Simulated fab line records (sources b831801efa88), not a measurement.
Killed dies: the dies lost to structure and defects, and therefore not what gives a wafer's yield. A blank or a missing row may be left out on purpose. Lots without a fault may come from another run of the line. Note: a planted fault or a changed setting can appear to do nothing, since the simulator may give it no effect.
Chamber matching || flow sky130 || SKY_CAP2M_CVD_00 on pecvd-03 has 3 sister chambers
The step deposits SiO2, target thk 15.5 nm. 6 wafers are shown with their chamber, then 9 later ones without.

## WAFERS, EACH WITH ITS CHAMBER
{"wafer": "L084.4", "chamber": 2, "heater power w (W)": 955}
{"wafer": "L084.5", "chamber": 0, "heater power w (W)": 892}
{"wafer": "L084.6", "chamber": 1, "heater power w (W)": 890}
{"wafer": "L086.1", "chamber": 2, "heater power w (W)": 837}
{"wafer": "L086.4", "chamber": 0, "heater power w (W)": 840}
{"wafer": "L086.6", "chamber": 1, "heater power w (W)": 849}

## WAFERS WITHOUT THEIR CHAMBER
{"wafer": "L088.1", "heater power w (W)": 897}
{"wafer": "L088.2", "heater power w (W)": 829}
{"wafer": "L088.4", "heater power w (W)": 831}
{"wafer": "L094.1", "heater power w (W)": 918}
{"wafer": "L094.2", "heater power w (W)": 814}
{"wafer": "L094.3", "heater power w (W)": 777}
{"wafer": "L094.4", "heater power w (W)": 844}
{"wafer": "L094.5", "heater power w (W)": 766}
{"wafer": "L094.6", "heater power w (W)": 897}

## EACH ONE'S CHAMBER
{"wafer": "L088.1", "from the rows above": "can't be placed: 2 or 1 or 0", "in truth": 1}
{"wafer": "L088.2", "from the rows above": "can't be placed: 0 or 1 or 2", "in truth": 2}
{"wafer": "L088.4", "from the rows above": "can't be placed: 0 or 1 or 2", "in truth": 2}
{"wafer": "L094.1", "from the rows above": "can't be placed: 2 or 1 or 0", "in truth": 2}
{"wafer": "L094.2", "from the rows above": "can't be placed: 0 or 1 or 2", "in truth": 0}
{"wafer": "L094.3", "from the rows above": "can't be placed: 0 or 1 or 2", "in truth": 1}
{"wafer": "L094.4", "from the rows above": "can't be placed: 0 or 1 or 2", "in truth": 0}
{"wafer": "L094.5", "from the rows above": "can't be placed: 0 or 1 or 2", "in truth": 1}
{"wafer": "L094.6", "from the rows above": "can't be placed: 2 or 1 or 0", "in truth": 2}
0 of 9 placed correctly. Unplaceable from these rows: 9, with the true chamber sitting among the candidates in 9. Wrongly placed: 0.
How it was worked out, from the rows above alone: a wafer's distance from a chamber is the root of the sum, over the readings, of the square of ((its reading less the chamber's mean) divided by the reading's scatter). If the next closest chamber is less than 2 further off than the closest, the wafer can't be placed; otherwise it belongs to the closest. Each chamber's mean is taken over the wafers shown for it. The scatter is the square root of a quotient: the sum, over the shown wafers, of each reading's squared deviation from its chamber's mean, divided by wafers minus chambers.
